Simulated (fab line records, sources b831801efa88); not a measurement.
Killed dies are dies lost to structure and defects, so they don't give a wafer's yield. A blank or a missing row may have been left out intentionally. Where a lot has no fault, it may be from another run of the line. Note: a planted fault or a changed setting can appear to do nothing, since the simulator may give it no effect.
fab line records || flow sky130
record: {"lots": 5, "wafers": 15, "last_day": 49}
route steps=708 shown NWELL@61 PAD_OPEN@708
lots that met no fault: from a run of the same line without faults
start_h: hours from the record's opening day to when the first of the lot's shown wafers began || wait_h: hours elapsed since this lot's preceding step || " unchanged from the row above || L1.1+2: several wafers, shown together as one row || - no value present, or no start provided || * or withheld: withheld || < > ~ a bound
route shown NAME@n: a module of which the file shows steps, and the number in the route of the first || usual: average and standard deviation across the fault-free wafers || same: alike in all rows || chamber/n: place in a boat || sites: per-site readings || _std_site: standard deviation across them || _edge_site: outer sites' mean less inner sites' || radius_mm: for every site, how far away it sits from the centre of the wafer || mask NAME#n: copy n || behind: the tool/chamber that last shaped the wafer || hold: what put the lot on hold/how long, in hours/how the hold closed || device: the n, p or np transistor that did not switch || end of line: the tests these same wafers got at the end of their route || for a step that has no rows: nothing shown but its recipe || killed: at the first sort, the dies lost to defects and structure; wafer yield is something else || map: a wafer's dies, marking killed ones x, the rest . and places with no die _
set.NAME: the setting the step ran with; set.NAME@STEP: the setting that earlier step ran with || model.NAME: the simulator's own value behind a step, which no gauge read
a table for each step, a row for each wafer; lots at some steps of the route
services: from which hour (start_h, from the record's first day; less than 0 if before it) a tool's chamber was out of use, for how many hours, and why
== steps ==
step: SKY_NWELL_PEB_08
recipe: {"temp_c": 115, "time_s": "withheld"}
step: SKY_NWELL_DEVELOP_09
recipe: {"wall_angle_deg": 90, "developer": "TMAH", "develop_time_s": 60, "dev_temp_c": 23}
step: SKY_NWELL_OVL_MEAS_10
usual: {"NWELL_00_OVL": "1.2/1.2"}
{"lot.wafer": "L200.2", "tool": "overlay-01", "chamber": "-", "start_h": 94.09, "wait_h": "-", "NWELL_00_OVL[nm]": 1.4}
{"lot.wafer": "L200.3", "tool": "overlay-01", "chamber": "-", "start_h": 94.09, "wait_h": "-", "NWELL_00_OVL[nm]": 2.7}
{"lot.wafer": "L200.6", "tool": "overlay-01", "chamber": "-", "start_h": 94.09, "wait_h": "-", "NWELL_00_OVL[nm]": 1.9}
{"lot.wafer": "L201.2", "tool": "overlay-02", "chamber": "-", "start_h": 99.51, "wait_h": "-", "NWELL_00_OVL[nm]": 1.3}
{"lot.wafer": "L201.3", "tool": "overlay-02", "chamber": "-", "start_h": 99.51, "wait_h": "-", "NWELL_00_OVL[nm]": 1.7}
{"lot.wafer": "L201.5", "tool": "overlay-02", "chamber": "-", "start_h": 99.51, "wait_h": "-", "NWELL_00_OVL[nm]": 1.1}
{"lot.wafer": "L211.2", "tool": "overlay-01", "chamber": "-", "start_h": 159.31, "wait_h": "-", "NWELL_00_OVL[nm]": -0.1}
{"lot.wafer": "L211.3", "tool": "overlay-01", "chamber": "-", "start_h": 159.31, "wait_h": "-", "NWELL_00_OVL[nm]": -2.6}
{"lot.wafer": "L211.5", "tool": "overlay-01", "chamber": "-", "start_h": 159.31, "wait_h": "-", "NWELL_00_OVL[nm]": 0.1}
{"lot.wafer": "L213.2", "tool": "overlay-01", "chamber": "-", "start_h": 173.17, "wait_h": "-", "NWELL_00_OVL[nm]": 1.8}
{"lot.wafer": "L213.5", "tool": "overlay-01", "chamber": "-", "start_h": 173.17, "wait_h": "-", "NWELL_00_OVL[nm]": 0.5}
{"lot.wafer": "L213.6", "tool": "overlay-01", "chamber": "-", "start_h": 173.17, "wait_h": "-", "NWELL_00_OVL[nm]": 2.4}
{"lot.wafer": "L217.1", "tool": "overlay-01", "chamber": "-", "start_h": 192.93, "wait_h": "-", "NWELL_00_OVL[nm]": 1.5}
{"lot.wafer": "L217.3", "tool": "overlay-01", "chamber": "-", "start_h": 192.93, "wait_h": "-", "NWELL_00_OVL[nm]": 0.9}
{"lot.wafer": "L217.5", "tool": "overlay-01", "chamber": "-", "start_h": 192.93, "wait_h": "-", "NWELL_00_OVL[nm]": 0.6}
step: SKY_NWELL_IMPLANT_11
recipe: {"species": "P", "energy_kev": 400, "dose_cm2": 1.9e+13, "tilt_deg": "withheld"}
step: SKY_NWELL_IMPLANT_12
recipe: {"species": "P", "energy_kev": 120, "dose_cm2": 1.3e+12, "tilt_deg": "withheld"}
step: SKY_NWELL_IMPLANT_13
recipe: {"species": "P", "energy_kev": 50, "dose_cm2": 7e+11, "tilt_deg": "withheld"}
step: SKY_NWELL_STRIP_14
recipe: {"chemistry": "O2/N2", "power_w": 1400, "pressure_mtorr": 1500, "platen_temp_c": "withheld", "o2_flow_sccm": 3000, "n2_flow_sccm": 300, "overash_fraction": 0.5}
usual: {"chamber_pressure_mTorr": "1499.8/1.3", "drypump_motor_current_A": "5.5/0.48", "oes_product_au": "0.723/0.0044", "strip_time_to_endpoint_s": "36.93/0.12"}
{"lot.wafer": "L200.2", "tool": "plasma_asher-01", "chamber": 0, "start_h": 94.57, "wait_h": 0.1, "chamber_pressure_mTorr": 1500.8, "drypump_motor_current_A": 5.9, "oes_product_au": 0.726, "rf_hours_counter_h": 42, "strip_time_to_endpoint_s": 36.94}
{"lot.wafer": "L200.3", "tool": "plasma_asher-01", "chamber": 0, "start_h": 94.57, "wait_h": 0.1, "chamber_pressure_mTorr": 1497.9, "drypump_motor_current_A": 5.8, "oes_product_au": 0.727, "rf_hours_counter_h": "-", "strip_time_to_endpoint_s": 36.93}
{"lot.wafer": "L200.6", "tool": "plasma_asher-01", "chamber": 0, "start_h": 94.57, "wait_h": 0.1, "chamber_pressure_mTorr": 1499.2, "drypump_motor_current_A": 5.9, "oes_product_au": 0.720, "rf_hours_counter_h": "-", "strip_time_to_endpoint_s": 36.87}
{"lot.wafer": "L201.2", "tool": "plasma_asher-02", "chamber": 0, "start_h": 99.99, "wait_h": 0.1, "chamber_pressure_mTorr": 1499.3, "drypump_motor_current_A": 6.1, "oes_product_au": 0.717, "rf_hours_counter_h": 28, "strip_time_to_endpoint_s": 37.05}
{"lot.wafer": "L201.3", "tool": "plasma_asher-02", "chamber": 1, "start_h": 99.99, "wait_h": 0.1, "chamber_pressure_mTorr": 1498.9, "drypump_motor_current_A": 5.7, "oes_product_au": 0.724, "rf_hours_counter_h": "-", "strip_time_to_endpoint_s": 36.94}
{"lot.wafer": "L201.5", "tool": "plasma_asher-02", "chamber": 0, "start_h": 99.99, "wait_h": 0.1, "chamber_pressure_mTorr": 1499.7, "drypump_motor_current_A": 6.1, "oes_product_au": 0.723, "rf_hours_counter_h": "-", "strip_time_to_endpoint_s": 36.92}
{"lot.wafer": "L211.2", "tool": "plasma_asher-01", "chamber": 1, "start_h": 159.79, "wait_h": 0.1, "chamber_pressure_mTorr": 1500.7, "drypump_motor_current_A": 4.7, "oes_product_au": 0.720, "rf_hours_counter_h": 49, "strip_time_to_endpoint_s": 36.95}
{"lot.wafer": "L211.3", "tool": "plasma_asher-01", "chamber": 0, "start_h": 159.79, "wait_h": 0.1, "chamber_pressure_mTorr": 1499.3, "drypump_motor_current_A": 5.8, "oes_product_au": 0.722, "rf_hours_counter_h": "-", "strip_time_to_endpoint_s": 36.85}
{"lot.wafer": "L211.5", "tool": "plasma_asher-01", "chamber": 1, "start_h": 159.79, "wait_h": 0.1, "chamber_pressure_mTorr": 1500.8, "drypump_motor_current_A": 4.7, "oes_product_au": 0.730, "rf_hours_counter_h": "-", "strip_time_to_endpoint_s": 36.99}
{"lot.wafer": "L213.2", "tool": "plasma_asher-03", "chamber": 0, "start_h": 173.65, "wait_h": 0.1, "chamber_pressure_mTorr": 1497.7, "drypump_motor_current_A": 5.2, "oes_product_au": 0.721, "rf_hours_counter_h": 49, "strip_time_to_endpoint_s": 37.10}
{"lot.wafer": "L213.5", "tool": "plasma_asher-03", "chamber": 1, "start_h": 173.65, "wait_h": 0.1, "chamber_pressure_mTorr": 1499.2, "drypump_motor_current_A": 5.2, "oes_product_au": 0.729, "rf_hours_counter_h": "-", "strip_time_to_endpoint_s": 37.10}
{"lot.wafer": "L213.6", "tool": "plasma_asher-03", "chamber": 0, "start_h": 173.65, "wait_h": 0.1, "chamber_pressure_mTorr": 1501.6, "drypump_motor_current_A": 5.2, "oes_product_au": 0.721, "rf_hours_counter_h": "-", "strip_time_to_endpoint_s": 37.05}
{"lot.wafer": "L217.1", "tool": "plasma_asher-01", "chamber": 0, "start_h": 193.42, "wait_h": 0.1, "chamber_pressure_mTorr": 1500.4, "drypump_motor_current_A": 5.9, "oes_product_au": 0.716, "rf_hours_counter_h": 53, "strip_time_to_endpoint_s": 36.97}
{"lot.wafer": "L217.3", "tool": "plasma_asher-01", "chamber": 1, "start_h": 193.42, "wait_h": 0.1, "chamber_pressure_mTorr": 1497.4, "drypump_motor_current_A": 4.7, "oes_product_au": 0.727, "rf_hours_counter_h": "-", "strip_time_to_endpoint_s": 37.01}
{"lot.wafer": "L217.5", "tool": "plasma_asher-01", "chamber": 0, "start_h": 193.42, "wait_h": 0.1, "chamber_pressure_mTorr": 1499.6, "drypump_motor_current_A": 5.9, "oes_product_au": 0.715, "rf_hours_counter_h": "-", "strip_time_to_endpoint_s": 37.05}
step: SKY_NWELL_TW_MEAS_15
usual: {"NWELL_TW": "1825/17"}
{"lot.wafer": "L200.2", "tool": "film_metro-02", "chamber": "-", "start_h": 94.68, "wait_h": 0.1, "NWELL_TW": 1832}
{"lot.wafer": "L200.3", "tool": "film_metro-02", "chamber": "-", "start_h": 94.68, "wait_h": 0.1, "NWELL_TW": 1832}
{"lot.wafer": "L200.6", "tool": "film_metro-02", "chamber": "-", "start_h": 94.68, "wait_h": 0.1, "NWELL_TW": 1842}
{"lot.wafer": "L201.2", "tool": "film_metro-02", "chamber": "-", "start_h": 100.10, "wait_h": 0.1, "NWELL_TW": 1847}
{"lot.wafer": "L201.3", "tool": "film_metro-02", "chamber": "-", "start_h": 100.10, "wait_h": 0.1, "NWELL_TW": 1841}
{"lot.wafer": "L201.5", "tool": "film_metro-02", "chamber": "-", "start_h": 100.10, "wait_h": 0.1, "NWELL_TW": 1837}
{"lot.wafer": "L211.2", "tool": "film_metro-01", "chamber": "-", "start_h": 159.90, "wait_h": 0.1, "NWELL_TW": 1808}
{"lot.wafer": "L211.3", "tool": "film_metro-01", "chamber": "-", "start_h": 159.90, "wait_h": 0.1, "NWELL_TW": 1812}
{"lot.wafer": "L211.5", "tool": "film_metro-01", "chamber": "-", "start_h": 159.90, "wait_h": 0.1, "NWELL_TW": 1806}
{"lot.wafer": "L213.2", "tool": "film_metro-01", "chamber": "-", "start_h": 173.76, "wait_h": 0.1, "NWELL_TW": 1801}
{"lot.wafer": "L213.5", "tool": "film_metro-01", "chamber": "-", "start_h": 173.76, "wait_h": 0.1, "NWELL_TW": 1806}
{"lot.wafer": "L213.6", "tool": "film_metro-01", "chamber": "-", "start_h": 173.76, "wait_h": 0.1, "NWELL_TW": 1807}
{"lot.wafer": "L217.1", "tool": "film_metro-02", "chamber": "-", "start_h": 193.52, "wait_h": 0.1, "NWELL_TW": 1841}
{"lot.wafer": "L217.3", "tool": "film_metro-02", "chamber": "-", "start_h": 193.52, "wait_h": 0.1, "NWELL_TW": 1844}
{"lot.wafer": "L217.5", "tool": "film_metro-02", "chamber": "-", "start_h": 193.52, "wait_h": 0.1, "NWELL_TW": 1841}
step: SKY_NWELL_DEHYDRATE_16
recipe: {"temp_c": 200, "time_s": 60}
step: SKY_NWELL_HMDS_17
recipe: {"prime_time_s": 60, "prime_temp_c": 120}
step: SKY_NWELL_COAT_18
recipe: {"spin_rpm": 2000, "resist_thk_nm": 3000}
step: SKY_NWELL_SOFTBAKE_19
recipe: {"temp_c": 110, "time_s": "withheld"}
step: SKY_NWELL_EXPOSE_20
recipe: {"mask_id": "NWM_COMPLEMENT", "na": 0.6, "source_shape": "conventional", "sigma_outer": 0.6, "polarization": "unpolarized", "target_cd_nm": 840, "dose_mj": 260}
{"lot.wafer": "L200.2+3+6", "tool": "iline_stepper-01", "chamber": 0, "start_h": 103.42, "wait_h": "-", "mask": "NWM_COMPLEMENT#0"}
{"lot.wafer": "L201.2+3+5", "tool": "iline_stepper-01", "chamber": 0, "start_h": 108.51, "wait_h": "-", "mask": "NWM_COMPLEMENT_R1#0"}
{"lot.wafer": "L211.2+3+5", "tool": "iline_stepper-02", "chamber": 0, "start_h": 170.05, "wait_h": "-", "mask": "NWM_COMPLEMENT#0"}
{"lot.wafer": "L213.2+5+6", "tool": "iline_stepper-02", "chamber": 0, "start_h": 184.09, "wait_h": "-", "mask": "NWM_COMPLEMENT#0"}
{"lot.wafer": "L217.1+3+5", "tool": "iline_stepper-01", "chamber": 0, "start_h": 204.65, "wait_h": "-", "mask": "NWM_COMPLEMENT#0"}
step: SKY_NWELL_PEB_21
recipe: {"temp_c": 115, "time_s": "withheld"}
step: SKY_PAD_OPEN_PROBE_99
usual: {"killed_at_M0_to_M3": "43/7.2", "killed_at_M4_up": "3.1/1.8", "killed_at_contacts": "24/5.4", "killed_at_front_end": "15/4.4", "killed_at_other": "0.4/0.56", "killed_dies": "86/9.3", "killed_on_rim": "17/3.6", "killed_open": "47/6.9", "killed_short": "39/6.6"}
same: {"gross_dies": 492, "killed_at_back_side": 0}
{"lot.wafer": "L200.2", "tool": "prober-01", "chamber": "-", "start_h": 1084.57, "wait_h": 0.1, "killed_at_M0_to_M3": 46, "killed_at_M4_up": 6, "killed_at_contacts": 17, "killed_at_front_end": 16, "killed_at_other": 1, "killed_dies": 86, "killed_on_rim": 19, "killed_open": 45, "killed_short": 41, "model.etest.pfet_16v.r_on_ohm_um": 1.548e+04, "model.etest.nfet_16v.r_on_ohm_um": 1.383e+04, "model.etest.res_iso_pwell.width_nm": 2644, "model.etest.res_nwell.width_nm": 829.3, "model.etest.pfet_16v.drive_ua_um": 237.8, "model.etest.nfet_16v.drive_ua_um": 224.4}
{"lot.wafer": "L200.3", "tool": "prober-01", "chamber": "-", "start_h": 1084.62, "wait_h": 0.2, "killed_at_M0_to_M3": 44, "killed_at_M4_up": 5, "killed_at_contacts": 25, "killed_at_front_end": 14, "killed_at_other": 0, "killed_dies": 88, "killed_on_rim": 23, "killed_open": 34, "killed_short": 54, "model.etest.pfet_16v.r_on_ohm_um": 1.536e+04, "model.etest.nfet_16v.r_on_ohm_um": 1.392e+04, "model.etest.res_iso_pwell.width_nm": 2644, "model.etest.res_nwell.width_nm": 831.7, "model.etest.pfet_16v.drive_ua_um": 237.1, "model.etest.nfet_16v.drive_ua_um": 224.1}
{"lot.wafer": "L200.6", "tool": "prober-01", "chamber": "-", "start_h": 1084.77, "wait_h": 0.2, "killed_at_M0_to_M3": 58, "killed_at_M4_up": 1, "killed_at_contacts": 25, "killed_at_front_end": 11, "killed_at_other": 0, "killed_dies": 95, "killed_on_rim": 20, "killed_open": 54, "killed_short": 41, "model.etest.pfet_16v.r_on_ohm_um": 1.535e+04, "model.etest.nfet_16v.r_on_ohm_um": 1.36e+04, "model.etest.res_iso_pwell.width_nm": 2655, "model.etest.res_nwell.width_nm": 839.9, "model.etest.pfet_16v.drive_ua_um": 240.4, "model.etest.nfet_16v.drive_ua_um": 225.1}
{"lot.wafer": "L201.2", "tool": "prober-01", "chamber": "-", "start_h": 1092.31, "wait_h": 0.1, "killed_at_M0_to_M3": 32, "killed_at_M4_up": 4, "killed_at_contacts": 21, "killed_at_front_end": 15, "killed_at_other": 1, "killed_dies": 73, "killed_on_rim": 9, "killed_open": 35, "killed_short": 38, "model.etest.pfet_16v.r_on_ohm_um": 1.631e+04, "model.etest.nfet_16v.r_on_ohm_um": 1.309e+04, "model.etest.res_iso_pwell.width_nm": 2479, "model.etest.res_nwell.width_nm": 902, "model.etest.pfet_16v.drive_ua_um": 220.2, "model.etest.nfet_16v.drive_ua_um": 236.9}
{"lot.wafer": "L201.3", "tool": "prober-01", "chamber": "-", "start_h": 1092.36, "wait_h": 0.2, "killed_at_M0_to_M3": 32, "killed_at_M4_up": 1, "killed_at_contacts": 31, "killed_at_front_end": 23, "killed_at_other": 0, "killed_dies": 87, "killed_on_rim": 15, "killed_open": 41, "killed_short": 45, "model.etest.pfet_16v.r_on_ohm_um": 1.652e+04, "model.etest.nfet_16v.r_on_ohm_um": 1.316e+04, "model.etest.res_iso_pwell.width_nm": 2481, "model.etest.res_nwell.width_nm": 907.9, "model.etest.pfet_16v.drive_ua_um": 217.3, "model.etest.nfet_16v.drive_ua_um": 236.4}
{"lot.wafer": "L201.5", "tool": "prober-01", "chamber": "-", "start_h": 1092.46, "wait_h": 0.2, "killed_at_M0_to_M3": 33, "killed_at_M4_up": 3, "killed_at_contacts": 26, "killed_at_front_end": 15, "killed_at_other": 0, "killed_dies": 77, "killed_on_rim": 16, "killed_open": 42, "killed_short": 34, "model.etest.pfet_16v.r_on_ohm_um": 1.641e+04, "model.etest.nfet_16v.r_on_ohm_um": 1.33e+04, "model.etest.res_iso_pwell.width_nm": 2480, "model.etest.res_nwell.width_nm": 905.5, "model.etest.pfet_16v.drive_ua_um": 221.3, "model.etest.nfet_16v.drive_ua_um": 235.5}
{"lot.wafer": "L211.2", "tool": "prober-01", "chamber": "-", "start_h": 1152.32, "wait_h": 0.1, "killed_at_M0_to_M3": 47, "killed_at_M4_up": 3, "killed_at_contacts": 19, "killed_at_front_end": 19, "killed_at_other": 1, "killed_dies": 89, "killed_on_rim": 16, "killed_open": 44, "killed_short": 44, "model.etest.pfet_16v.r_on_ohm_um": 1.537e+04, "model.etest.nfet_16v.r_on_ohm_um": 1.396e+04, "model.etest.res_iso_pwell.width_nm": 2663, "model.etest.res_nwell.width_nm": 831.2, "model.etest.pfet_16v.drive_ua_um": 243.8, "model.etest.nfet_16v.drive_ua_um": 220.2}
{"lot.wafer": "L211.3", "tool": "prober-01", "chamber": "-", "start_h": 1152.37, "wait_h": 0.2, "killed_at_M0_to_M3": 51, "killed_at_M4_up": 0, "killed_at_contacts": 18, "killed_at_front_end": 16, "killed_at_other": 0, "killed_dies": 85, "killed_on_rim": 18, "killed_open": 43, "killed_short": 42, "model.etest.pfet_16v.r_on_ohm_um": 1.538e+04, "model.etest.nfet_16v.r_on_ohm_um": 1.398e+04, "model.etest.res_iso_pwell.width_nm": 2661, "model.etest.res_nwell.width_nm": 831.7, "model.etest.pfet_16v.drive_ua_um": 242.3, "model.etest.nfet_16v.drive_ua_um": 223.2}
{"lot.wafer": "L211.5", "tool": "prober-01", "chamber": "-", "start_h": 1152.47, "wait_h": 0.2, "killed_at_M0_to_M3": 34, "killed_at_M4_up": 4, "killed_at_contacts": 26, "killed_at_front_end": 16, "killed_at_other": 1, "killed_dies": 81, "killed_on_rim": 13, "killed_open": 36, "killed_short": 44, "model.etest.pfet_16v.r_on_ohm_um": 1.517e+04, "model.etest.nfet_16v.r_on_ohm_um": 1.391e+04, "model.etest.res_iso_pwell.width_nm": 2647, "model.etest.res_nwell.width_nm": 829.6, "model.etest.pfet_16v.drive_ua_um": 244.5, "model.etest.nfet_16v.drive_ua_um": 222.5}
{"lot.wafer": "L213.2", "tool": "prober-01", "chamber": "-", "start_h": 1161.97, "wait_h": 0.1, "killed_at_M0_to_M3": 37, "killed_at_M4_up": 1, "killed_at_contacts": 34, "killed_at_front_end": 21, "killed_at_other": 0, "killed_dies": 93, "killed_on_rim": 17, "killed_open": 50, "killed_short": 42, "model.etest.pfet_16v.r_on_ohm_um": 1.522e+04, "model.etest.nfet_16v.r_on_ohm_um": 1.415e+04, "model.etest.res_iso_pwell.width_nm": 2631, "model.etest.res_nwell.width_nm": 857.9, "model.etest.pfet_16v.drive_ua_um": 253.9, "model.etest.nfet_16v.drive_ua_um": 220.9}
{"lot.wafer": "L213.5", "tool": "prober-01", "chamber": "-", "start_h": 1162.12, "wait_h": 0.2, "killed_at_M0_to_M3": 47, "killed_at_M4_up": 5, "killed_at_contacts": 23, "killed_at_front_end": 14, "killed_at_other": 0, "killed_dies": 89, "killed_on_rim": 18, "killed_open": 43, "killed_short": 45, "model.etest.pfet_16v.r_on_ohm_um": 1.558e+04, "model.etest.nfet_16v.r_on_ohm_um": 1.419e+04, "model.etest.res_iso_pwell.width_nm": 2612, "model.etest.res_nwell.width_nm": 866.5, "model.etest.pfet_16v.drive_ua_um": 250.8, "model.etest.nfet_16v.drive_ua_um": 218.9}
{"lot.wafer": "L213.6", "tool": "prober-01", "chamber": "-", "start_h": 1162.17, "wait_h": 0.2, "killed_at_M0_to_M3": 51, "killed_at_M4_up": 4, "killed_at_contacts": 19, "killed_at_front_end": 18, "killed_at_other": 0, "killed_dies": 92, "killed_on_rim": 13, "killed_open": 45, "killed_short": 45, "model.etest.pfet_16v.r_on_ohm_um": 1.512e+04, "model.etest.nfet_16v.r_on_ohm_um": 1.408e+04, "model.etest.res_iso_pwell.width_nm": 2622, "model.etest.res_nwell.width_nm": 866.9, "model.etest.pfet_16v.drive_ua_um": 254.8, "model.etest.nfet_16v.drive_ua_um": 223}
{"lot.wafer": "L217.1", "tool": "prober-01", "chamber": "-", "start_h": 1181.15, "wait_h": 0.1, "killed_at_M0_to_M3": 40, "killed_at_M4_up": 5, "killed_at_contacts": 27, "killed_at_front_end": 15, "killed_at_other": 0, "killed_dies": 87, "killed_on_rim": 13, "killed_open": 49, "killed_short": 38, "model.etest.pfet_16v.r_on_ohm_um": 1.517e+04, "model.etest.nfet_16v.r_on_ohm_um": 1.409e+04, "model.etest.res_iso_pwell.width_nm": 2642, "model.etest.res_nwell.width_nm": 842, "model.etest.pfet_16v.drive_ua_um": 242.4, "model.etest.nfet_16v.drive_ua_um": 215.6}
{"lot.wafer": "L217.3", "tool": "prober-01", "chamber": "-", "start_h": 1181.25, "wait_h": 0.2, "killed_at_M0_to_M3": 58, "killed_at_M4_up": 0, "killed_at_contacts": 14, "killed_at_front_end": 14, "killed_at_other": 0, "killed_dies": 86, "killed_on_rim": 11, "killed_open": 44, "killed_short": 42, "model.etest.pfet_16v.r_on_ohm_um": 1.496e+04, "model.etest.nfet_16v.r_on_ohm_um": 1.411e+04, "model.etest.res_iso_pwell.width_nm": 2647, "model.etest.res_nwell.width_nm": 844.1, "model.etest.pfet_16v.drive_ua_um": 245.7, "model.etest.nfet_16v.drive_ua_um": 215.9}
{"lot.wafer": "L217.5", "tool": "prober-01", "chamber": "-", "start_h": 1181.35, "wait_h": 0.2, "killed_at_M0_to_M3": 47, "killed_at_M4_up": 2, "killed_at_contacts": 15, "killed_at_front_end": 17, "killed_at_other": 0, "killed_dies": 81, "killed_on_rim": 18, "killed_open": 52, "killed_short": 29, "model.etest.pfet_16v.r_on_ohm_um": 1.497e+04, "model.etest.nfet_16v.r_on_ohm_um": 1.42e+04, "model.etest.res_iso_pwell.width_nm": 2648, "model.etest.res_nwell.width_nm": 844.1, "model.etest.pfet_16v.drive_ua_um": 245.6, "model.etest.nfet_16v.drive_ua_um": 217.2}
killed by level:class
L200.2 VIA1:geometric_particle:open=9 VIA3:geometric_particle:open=8 CONTACT:geometric_particle:open=6 VIA2:geometric_particle:open=6 VIA1:geometric_particle:short=5 VIA3:geometric_particle:short=5 FIELD_ISO:geometric_particle:short=4 POLY_GATE:geometric_particle:open=4
L200.3 POLY_GATE:geometric_particle:short=9 CONTACT:geometric_particle:open=9 VIA1:geometric_particle:short=9 LI_CONTACT:geometric_particle:open=6 METAL3:geometric_particle:short=6 VIA1:geometric_particle:open=6 CONTACT:geometric_particle:short=5 VIA3:geometric_particle:open=5
L200.6 CONTACT:geometric_particle:open=10 VIA3:geometric_particle:open=10 VIA2:geometric_particle:open=9 METAL1:geometric_particle:short=8 VIA1:geometric_particle:open=8 LI_CONTACT:geometric_particle:open=7 VIA1:geometric_particle:short=7 VIA3:geometric_particle:short=6
L201.2 VIA1:geometric_particle:open=8 FIELD_ISO:geometric_particle:short=6 LI_CONTACT:geometric_particle:open=6 VIA3:geometric_particle:open=6 CONTACT:geometric_particle:short=5 LOCAL_INTERCONNECT:geometric_particle:short=4 METAL1:geometric_particle:short=4 VIA2:geometric_particle:open=4
L201.3 LI_CONTACT:geometric_particle:open=12 FIELD_ISO:geometric_particle:short=7 POLY_GATE:geometric_particle:short=6 CONTACT:geometric_particle:open=6 METAL1:geometric_particle:short=6 VIA3:geometric_particle:open=6 LI_CONTACT:geometric_particle:short=5 METAL2:geometric_particle:short=5
L201.5 LI_CONTACT:geometric_particle:open=10 VIA1:geometric_particle:open=10 CONTACT:geometric_particle:open=7 FIELD_ISO:geometric_particle:short=6 LOCAL_INTERCONNECT:geometric_particle:short=4 METAL2:geometric_particle:short=4 VIA2:geometric_particle:open=4 VIA3:geometric_particle:open=4
L211.2 VIA1:geometric_particle:open=11 VIA3:geometric_particle:open=8 METAL1:geometric_particle:short=7 LI_CONTACT:geometric_particle:open=7 FIELD_ISO:geometric_particle:short=5 POLY_GATE:geometric_particle:open=5 METAL2:geometric_particle:short=5 FIELD_ISO:geometric_particle:open=4
L211.3 VIA1:geometric_particle:open=14 VIA2:geometric_particle:open=9 METAL2:geometric_particle:short=8 LI_CONTACT:geometric_particle:short=6 CONTACT:geometric_particle:open=6 POLY_GATE:geometric_particle:short=5 VIA3:geometric_particle:open=5 POLY_GATE:geometric_particle:open=4
L211.5 LI_CONTACT:geometric_particle:open=9 VIA1:geometric_particle:open=8 FIELD_ISO:geometric_particle:short=7 LOCAL_INTERCONNECT:geometric_particle:short=7 CONTACT:geometric_particle:short=6 METAL1:geometric_particle:short=5 VIA2:geometric_particle:open=5 VIA1:geometric_particle:short=4
L213.2 CONTACT:geometric_particle:open=13 VIA3:geometric_particle:open=9 LOCAL_INTERCONNECT:geometric_particle:short=8 VIA1:geometric_particle:open=7 CONTACT:geometric_particle:short=6 FIELD_ISO:geometric_particle:short=5 VIA2:geometric_particle:open=5 FIELD_ISO:geometric_particle:open=4
L213.5 VIA1:geometric_particle:open=11 VIA3:geometric_particle:open=8 CONTACT:geometric_particle:short=7 VIA2:geometric_particle:open=7 METAL2:geometric_particle:short=6 FIELD_ISO:geometric_particle:short=4 LI_CONTACT:geometric_particle:short=4 CONTACT:geometric_particle:open=4
L213.6 VIA1:geometric_particle:open=16 VIA2:geometric_particle:open=9 CONTACT:geometric_particle:short=8 CONTACT:geometric_particle:open=8 VIA3:geometric_particle:short=5 POLY_GATE:geometric_particle:short=4 VIA1:geometric_particle:short=4 METAL4:geometric_particle:short=4
L217.1 VIA1:geometric_particle:open=11 LI_CONTACT:geometric_particle:open=8 LOCAL_INTERCONNECT:geometric_particle:short=7 VIA2:geometric_particle:open=7 VIA3:geometric_particle:open=7 FIELD_ISO:geometric_particle:open=5 POLY_GATE:geometric_particle:short=4 METAL4:geometric_particle:short=4
L217.3 VIA1:geometric_particle:open=14 METAL2:geometric_particle:short=10 METAL1:geometric_particle:short=8 VIA2:geometric_particle:open=7 CONTACT:geometric_particle:open=6 VIA1:geometric_particle:short=5 LI_CONTACT:geometric_particle:open=4 VIA3:geometric_particle:short=4
L217.5 VIA2:geometric_particle:open=12 VIA1:geometric_particle:open=11 CONTACT:geometric_particle:open=8 METAL2:geometric_particle:short=7 LI_CONTACT:geometric_particle:open=6 METAL1:geometric_particle:short=6 FIELD_ISO:geometric_particle:short=5 POLY_GATE:geometric_particle:open=5
== services ==
{"tool": "plasma_asher-03", "chamber": "-", "start_h": 133.71, "hours": 0.7, "kind": "repair"}
{"tool": "iline_stepper-01", "chamber": "-", "start_h": 137.75, "hours": "-", "kind": "consumable_replace:lamp"}
{"tool": "iline_stepper-02", "chamber": 0, "start_h": 160.82, "hours": "-", "kind": "calibration"}
{"tool": "iline_stepper-02", "chamber": "-", "start_h": 173.77, "hours": "-", "kind": "calibration"}
{"tool": "iline_stepper-02", "chamber": "-", "start_h": 199.16, "hours": 4.4, "kind": "pm"}
== key ==
first_sign: {"step": "SKY_NWELL_EXPOSE_20", "reading": "mask", "direction": "changed"}
effect none on later readings
model_effect: {"step": "SKY_PAD_OPEN_PROBE_99", "value": "etest.pfet_16v.r_on_ohm_um", "without": 1.503e+04, "struck": 1.641e+04}
met_at SKY_NWELL_EXPOSE_20
struck_wafers L201.2,L201.3,L201.5
tester_left_out L201
onset_between 103.42 108.51
fault: {"kind": "wrong_mask", "tool": "any", "chamber": "-", "onset_h": 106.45, "steps": "SKY_NWELL_EXPOSE_20", "aux_copy": "NWM_COMPLEMENT_R1#0", "cd_offset_nm": -168, "scope": "struck_lots_only"}
tester_left_out: of these lots the tester's yield and bins aren't shown, on N5 and GAA mostly nor the transistor test; their killed dies are dies lost to structure and defects alone, not to doping, threshold or leakage, so they don't give the yield
